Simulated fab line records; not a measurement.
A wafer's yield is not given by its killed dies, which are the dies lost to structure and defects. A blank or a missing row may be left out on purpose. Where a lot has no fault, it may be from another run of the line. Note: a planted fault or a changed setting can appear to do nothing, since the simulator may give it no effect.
fab line records -- flow sky130
record lots=7, wafers=19, last-day=50
route steps=708 shown SPACER@306 POLY_CUT@307 PAD_OPEN@708
lots untouched by any fault: they come from a run of this same line in which no faults occurred
start-h: hours from the record's opening day to when the first of the lot's shown wafers began -- wait-h: time in hours since the lot's previous step -- " repeats the value in the row above -- L1.1+2: several wafers, shown together as one row -- - either no value or no given start -- * or withheld: withheld -- < > ~ a bound
route shown NAME@n: NAME is a module with steps in the file, n the number in the route of the first one -- usual: mean and standard deviation over wafers with no fault -- same: alike in all rows -- chamber/n: place in a boat -- sites: readings site by site -- _std_site: standard deviation across them -- _edge_site: inner sites' mean taken away from outer sites' mean -- radius-mm: for every site, how far away it sits from the centre of the wafer -- mask NAME#n: copy n -- behind: the last tool/chamber to shape the wafer -- hold: reason for holding the lot/hours on hold/outcome of the hold -- device: the transistor (n, p or np) that didn't switch -- end of line: tests run on the same wafers once the route is complete -- a step without rows: its recipe alone -- killed: at the first sort, the dies lost to defects and structure; wafer yield is something else -- map: the dies of a wafer, with x for killed, . for not killed, _ for no die there
set.NAME: setting as actually run; set.NAME@STEP: the setting as run at that earlier step -- model.NAME: the simulator's own value behind a step, which no gauge read
lots at some steps of the route; a table a step, a row a wafer
services: the hour from which a tool's chamber was out of use, counted from the record's first day as start-h (under 0 if before that day), plus the number of hours and why
## steps
# step SKY_SPACER_ETCHBACK_02
# recipe chemistry=CH3F/O2, target=Si3N4, stop-on=SiO2, source-w=400, bias-w=80, pressure-mtorr=25, ch3f-flow-sccm=40, O2_flow_sccm=30, time-s=46.7, target-depth-a=450
# usual drypump-motor-current-A=5.75/0.27, oes-product-au=0.855/0.0066, throttle-valve-pct=10.562/0.0079
lot.wafer,tool,chamber,start-h,wait-h,drypump-motor-current-A,oes-product-au,rf-hours-counter-h,throttle-valve-pct
L334.2,rie-diel-01,0,551.59,0.0,5.72,0.858,18,10.571
L334.3,rie-diel-01,3,551.59,0.0,5.83,0.864,6,10.556
L334.6,rie-diel-01,3,551.59,0.0,5.82,0.863,-,10.579
L343.2,rie-diel-04,3,645.57,0.0,6.28,0.851,7,10.558
L343.4,rie-diel-04,1,645.57,0.0,6.13,0.852,47,10.556
L343.6,rie-diel-04,1,645.57,0.0,6.07,0.858,-,10.568
L348.1,rie-diel-04,1,673.35,0.1,6.07,0.858,48,10.558
L348.4,rie-diel-04,3,673.35,0.1,6.28,0.853,8,10.569
L348.5,rie-diel-04,2,673.35,0.1,5.34,0.852,-,10.560
L349.1,rie-diel-01,1,682.79,0.1,5.39,0.860,15,10.557
L349.2,rie-diel-01,3,682.79,0.1,5.79,0.853,9,10.556
L351.2,rie-diel-01,1,690.82,0.0,5.40,0.860,15,10.565
L351.4,rie-diel-01,2,690.82,0.0,5.84,0.852,-,10.573
L353.3,rie-diel-02,3,709.68,0.0,5.89,0.861,2,10.549
L353.5,rie-diel-02,3,709.68,0.0,5.89,0.854,-,10.569
L353.6,rie-diel-02,0,709.68,0.0,5.51,0.864,-,10.551
L354.1,rie-diel-01,3,714.64,0.1,5.82,0.845,10,10.570
L354.3,rie-diel-01,2,714.64,0.1,5.81,0.853,19,10.559
L354.5,rie-diel-01,2,714.64,0.1,5.84,0.845,-,10.563
# step SKY_POLY_CUT_DEHYDRATE_00
# recipe temp-c=200, time-s=60
# step SKY_POLY_CUT_HMDS_01
# recipe prime-time-s=60, prime-temp-c=120
# step SKY_POLY_CUT_COAT_02
# recipe resist=BARC, temp-c=withheld, time-s=withheld, spin-rpm=3000, resist-thk-nm=60
# step SKY_POLY_CUT_COAT_03
# recipe resist=KrF-thick, spin-rpm=3000, resist-thk-nm=450
# step SKY_POLY_CUT_SOFTBAKE_04
# recipe temp-c=100, time-s=90, resist=KrF-thick
# step SKY_POLY_CUT_EXPOSE_05
# recipe mask-id=NPCM, na=0.8, source-shape=annular, sigma-inner=0.55, sigma-outer=0.85, target-cd-nm=270, dose-mj=32
# step SKY_POLY_CUT_PEB_06
# recipe peb-temp-c=withheld, peb-time-s=withheld, resist=KrF-thick
# step SKY_POLY_CUT_DEVELOP_07
# recipe develop-time-s=60, resist=KrF-thick, dev-temp-c=21
# step SKY_POLY_CUT_CD_MEAS_08
# recipe target-cd-nm=270
# usual cd-nm=270.2/1.3
lot.wafer,tool,chamber,start-h,wait-h,cd-nm
L334.2,cd-sem-01,-,581.88,-,271.6
L334.3,cd-sem-01,-,581.88,-,271.4
L334.6,cd-sem-01,-,581.88,-,272.4
L343.2,cd-sem-01,-,674.23,-,268.8
L343.4,cd-sem-01,-,674.23,-,270.9
L343.6,cd-sem-01,-,674.23,-,270.0
L348.1,cd-sem-02,-,701.14,-,273.1
L348.4,cd-sem-02,-,701.14,-,270.9
L348.5,cd-sem-02,-,701.14,-,272.8
L349.1,cd-sem-02,-,710.29,-,269.2
L349.2,cd-sem-02,-,710.29,-,271.0
L351.2,cd-sem-01,-,717.86,-,273.2
L351.4,cd-sem-01,-,717.86,-,272.1
L353.3,cd-sem-02,-,736.63,-,270.6
L353.5,cd-sem-02,-,736.63,-,270.4
L353.6,cd-sem-02,-,736.63,-,269.6
L354.1,cd-sem-01,-,742.21,-,270.3
L354.3,cd-sem-01,-,742.21,-,271.3
L354.5,cd-sem-01,-,742.21,-,271.3
# step SKY_POLY_CUT_OVL_MEAS_09
# usual POLY_CUT_OVL=3/5.6
lot.wafer,tool,chamber,start-h,wait-h,POLY_CUT_OVL[nm]
L334.2,overlay-01,-,581.99,0.1,0
L334.3,overlay-01,-,581.99,0.1,0
L334.6,overlay-01,-,581.99,0.1,1
L343.2,overlay-01,-,674.34,0.1,1
L343.4,overlay-01,-,674.34,0.1,8
L343.6,overlay-01,-,674.34,0.1,3
L348.1,overlay-01,-,701.26,0.1,-1
L348.4,overlay-01,-,701.26,0.1,1
L348.5,overlay-01,-,701.26,0.1,2
L349.1,overlay-01,-,710.41,0.1,-3
L349.2,overlay-01,-,710.41,0.1,5
L351.2,overlay-02,-,717.96,0.1,-7
L351.4,overlay-02,-,717.96,0.1,-9
L353.3,overlay-02,-,736.72,0.1,6
L353.5,overlay-02,-,736.72,0.1,3
L353.6,overlay-02,-,736.72,0.1,8
L354.1,overlay-02,-,742.33,0.1,5
L354.3,overlay-02,-,742.33,0.1,3
L354.5,overlay-02,-,742.33,0.1,6
# step SKY_POLY_CUT_ETCH_10
# recipe chemistry=N2/H2, target=BARC, ion-energy-ev=200, source-w=500, bias-w=100, pressure-mtorr=30, n2-flow-sccm=100, h2-flow-sccm=200, stop-on=SiO2, time-s=45.9, target-depth-a=600
# usual drypump-motor-current-A=5.75/0.28, oes-product-au=0.855/0.0045, run-length-s=74.2/0.53, throttle-valve-pct=13.224/0.0087
lot.wafer,tool,chamber,start-h,wait-h,drypump-motor-current-A,oes-product-au,rf-hours-counter-h,run-length-s,throttle-valve-pct
L334.2,rie-diel-03,1,582.02,0.0,5.75,0.851,45,73.4,13.212
L334.3,rie-diel-03,3,582.02,0.0,6.20,0.851,16,74.0,13.238
L334.6,rie-diel-03,1,582.02,0.0,5.77,0.848,-,73.6,13.241
L343.2,rie-diel-01,1,674.37,0.0,5.39,0.847,14,73.5,13.222
L343.4,rie-diel-01,3,674.37,0.0,5.83,0.854,-,74.2,13.239
L343.6,rie-diel-01,1,674.37,0.0,5.42,0.855,-,73.4,13.215
L348.1,rie-diel-03,1,701.29,0.0,5.76,0.855,48,73.4,13.215
L348.4,rie-diel-03,3,701.29,0.0,6.24,0.862,19,73.9,13.231
L348.5,rie-diel-03,0,701.29,0.0,5.23,0.852,-,74.8,13.214
L349.1,rie-diel-03,3,710.44,0.0,6.20,0.858,19,73.5,13.237
L349.2,rie-diel-03,2,710.44,0.0,6.24,0.861,11,74.0,13.229
L351.2,rie-diel-03,3,717.99,0.0,6.24,0.857,19,73.6,13.220
L351.4,rie-diel-03,1,717.99,0.0,5.79,0.857,48,73.5,13.216
L353.3,rie-diel-01,3,736.74,0.0,5.84,0.854,11,74.4,13.226
L353.5,rie-diel-01,1,736.74,0.0,5.38,0.856,-,73.3,13.234
L353.6,rie-diel-01,3,736.74,0.0,5.82,0.853,-,74.5,13.229
L354.1,rie-diel-02,2,742.37,0.0,5.75,0.858,7,73.8,13.222
L354.3,rie-diel-02,1,742.37,0.0,5.65,0.858,30,73.6,13.241
L354.5,rie-diel-02,2,742.37,0.0,5.76,0.865,-,73.7,13.251
# step SKY_POLY_CUT_ETCH_11
# recipe target=Si3N4, chemistry=CF4/CH2F2/Ar, stop-on=poly-Si, source-w=600, bias-w=150, pressure-mtorr=40, cf4-flow-sccm=40, ch2f2-flow-sccm=20, Ar_flow_sccm=150, time-s=42.5, target-depth-a=600
# usual ch2f2-flow-sccm=20.00/0.06, drypump-motor-current-A=5.74/0.29, oes-product-au=0.835/0.0063, run-length-s=70.8/0.54, throttle-valve-pct=14.995/0.0093
lot.wafer,tool,chamber,start-h,wait-h,ch2f2-flow-sccm,drypump-motor-current-A,oes-product-au,rf-hours-counter-h,run-length-s,throttle-valve-pct,model.POLY_CUT.feature-depth-nm,model.poly-Si_of_POLY_GATE_CVD_00.thk-nm
L334.2,rie-diel-03,1,582.06,0.0,19.95,5.77,0.830,45,70.0,14.991,61.75,177.4
L334.3,rie-diel-03,3,582.06,0.0,19.97,6.24,0.831,16,70.4,14.987,62.25,177.6
L334.6,rie-diel-03,1,582.06,0.0,20.05,5.75,0.828,-,70.5,14.991,61.94,178.3
L343.2,rie-diel-01,1,674.41,0.0,19.98,5.39,0.832,14,70.3,14.994,62.38,178.2
L343.4,rie-diel-01,3,674.41,0.0,19.95,5.80,0.835,-,70.9,14.982,62.42,178.4
L343.6,rie-diel-01,1,674.41,0.0,19.99,5.40,0.837,-,70.2,14.972,62.25,177.9
L348.1,rie-diel-03,1,701.34,0.0,20.02,5.76,0.808,48,73.0,14.985,64.42,177.5
L348.4,rie-diel-03,3,701.34,0.0,20.01,6.23,0.813,19,73.8,14.986,64.84,179
L348.5,rie-diel-03,0,701.34,0.0,19.98,5.15,0.843,-,71.1,15.003,63.98,178.7
L349.1,rie-diel-03,3,710.49,0.0,20.01,6.22,0.812,19,73.5,14.983,64.24,179.1
L349.2,rie-diel-03,2,710.49,0.0,20.01,6.26,0.846,11,70.8,14.976,62.92,179.6
L351.2,rie-diel-03,3,718.04,0.0,20.05,6.24,0.841,19,70.5,14.997,63.37,181.8
L351.4,rie-diel-03,1,718.04,0.0,20.03,5.78,0.811,48,73.1,14.991,64.43,179.6
L353.3,rie-diel-01,3,736.79,0.0,19.93,5.82,0.835,11,70.7,14.985,62.03,182.6
L353.5,rie-diel-01,1,736.79,0.0,19.89,5.39,0.838,-,70.0,15.006,62.8,182.5
L353.6,rie-diel-01,3,736.79,0.0,20.05,5.83,0.827,-,70.8,14.991,61.79,181.6
L354.1,rie-diel-02,2,742.41,0.0,20.05,5.74,0.833,7,70.7,15.010,62.48,179
L354.3,rie-diel-02,1,742.41,0.0,20.07,5.68,0.835,30,70.1,14.979,62.08,179
L354.5,rie-diel-02,2,742.41,0.0,19.99,5.74,0.840,-,70.4,15.015,62.36,178.9
# step SKY_POLY_CUT_STRIP_12
# recipe chemistry=O2/N2, power-w=1400, pressure-mtorr=1500, platen-temp-c=withheld, o2-flow-sccm=3000, n2-flow-sccm=300, overash-fraction=0.5
# usual drypump-motor-current-A=5.46/0.27, oes-product-au=0.453/0.0044, strip-time-to-endpoint-s=5.362/0.017
lot.wafer,tool,chamber,start-h,wait-h,drypump-motor-current-A,oes-product-au,rf-hours-counter-h,strip-time-to-endpoint-s
L334.2,plasma-asher-01,1,582.10,0.0,5.81,0.460,15,5.362
L334.3,plasma-asher-01,0,582.10,0.0,5.34,0.450,-,5.350
L334.6,plasma-asher-01,0,582.10,0.0,5.33,0.452,-,5.363
L343.2,plasma-asher-01,0,674.45,0.0,5.33,0.460,24,5.378
L343.4,plasma-asher-01,0,674.45,0.0,5.32,0.456,-,5.371
L343.6,plasma-asher-01,1,674.45,0.0,5.81,0.459,-,5.366
L348.1,plasma-asher-03,0,701.38,0.0,5.43,0.456,88,5.356
L348.4,plasma-asher-03,1,701.38,0.0,5.22,0.448,-,5.347
L348.5,plasma-asher-03,0,701.38,0.0,5.41,0.453,-,5.352
L349.1,plasma-asher-02,1,710.53,0.0,5.34,0.452,99,5.375
L349.2,plasma-asher-02,0,710.53,0.0,6.06,0.447,99,5.371
L351.2,plasma-asher-01,1,718.08,0.0,5.88,0.454,29,5.407
L351.4,plasma-asher-01,0,718.08,0.0,5.34,0.460,-,5.375
L353.3,plasma-asher-01,0,736.86,0.1,5.33,0.456,-,5.385
L353.5,plasma-asher-01,0,736.86,0.1,5.35,0.449,-,5.382
L353.6,plasma-asher-01,1,736.86,0.1,5.81,0.450,-,5.362
L354.1,plasma-asher-01,0,742.45,0.0,5.35,0.448,32,5.353
L354.3,plasma-asher-01,1,742.45,0.0,5.84,0.449,-,5.350
L354.5,plasma-asher-01,0,742.45,0.0,5.34,0.448,-,5.373
# step SKY_PAD_OPEN_PROBE_99
# usual killed_at_M0_to_M3=44/6.9, killed_at_M4_up=3.3/2.1, killed-at-contacts=24/4.8, killed-at-front-end=15/4.4, killed-at-other=0.2/0.48, killed-dies=87/9.5, killed-open=48/6.5, killed-short=39/6.3
# same gross-dies=492, killed-at-back-side=0
lot.wafer,tool,chamber,start-h,wait-h,killed_at_M0_to_M3,killed_at_M4_up,killed-at-contacts,killed-at-front-end,killed-at-other,killed-dies,killed-open,killed-short
L348.4,prober-01,-,1170.45,0.2,42,3,25,23,0,93,52,41
# killed by level:class
L348.4 VIA2:geometric-particle:open=10 CONTACT:geometric-particle:open=9 FIELD_ISO:geometric-particle:open=8 FIELD_ISO:geometric-particle:short=8 LI_CONTACT:geometric-particle:open=7 VIA1:geometric-particle:open=7 CONTACT:geometric-particle:short=5 VIA1:geometric-particle:short=5
## services
tool,chamber,start-h,hours,kind
plasma-asher-02,-,534.43,1.9,repair
rie-diel-03,3,552.55,4.1,repair
rie-diel-02,2,565.35,5.7,repair
rie-diel-03,0,569.54,7.1,repair
rie-diel-01,-,574.96,0.6,repair
rie-diel-01,1,575.04,2.3,repair
rie-diel-04,3,596.53,2.9,repair
rie-diel-01,0,625.82,7.1,repair
plasma-asher-03,-,640.99,1.4,repair
rie-diel-02,-,672.59,2.8,pm
rie-diel-01,0,672.91,132.0,repair
plasma-asher-02,-,684.16,7.0,repair
rie-diel-03,1,696.11,4.6,repair
rie-diel-03,-,697.69,0.2,repair
plasma-asher-02,-,698.03,1.7,repair
rie-diel-01,-,699.99,14.6,pm
rie-diel-04,1,707.93,49.0,repair
rie-diel-04,3,712.45,4.3,repair
rie-diel-01,-,715.71,2.8,pm
plasma-asher-01,-,719.50,1.9,repair
rie-diel-03,0,720.37,8.6,repair
rie-diel-01,2,727.19,1.8,repair
rie-diel-02,3,730.94,8.2,repair
plasma-asher-03,-,735.66,8.4,repair
## key
first-sign step=SKY_POLY_CUT_ETCH_11, reading=run-length-s, direction=up, sigmas=4.8, usual=*, struck=*
effect step=SKY_POLY_CUT_ETCH_11, reading=oes-product-au, direction=down, sigmas=3.9, usual=0.835, struck=0.811
model-effect step=SKY_POLY_CUT_ETCH_11, value=POLY_CUT.feature-depth-nm, without=63.4, struck=64.48
met-at SKY_POLY_CUT_ETCH_11
struck-wafers L348.1,L348.4,L349.1,L351.4
tester-left-out L348,L349,L351
onset-between 582.06 701.34
fault kind=process-parameter-drift, tool=rie-diel-03, chamber=-, onset-h=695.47, steps=SKY_POLY_CUT_ETCH_11, channel=time-s, offset=*, shape=step, end-h=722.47, scope=struck-wafers-only, acts-in=*, stated=*
# tester-left-out: of these lots the tester's yield and bins aren't shown, on N5 and GAA mostly nor the transistor test; their killed dies are dies lost to structure and defects alone, not to doping, threshold or leakage, so they don't give the yield
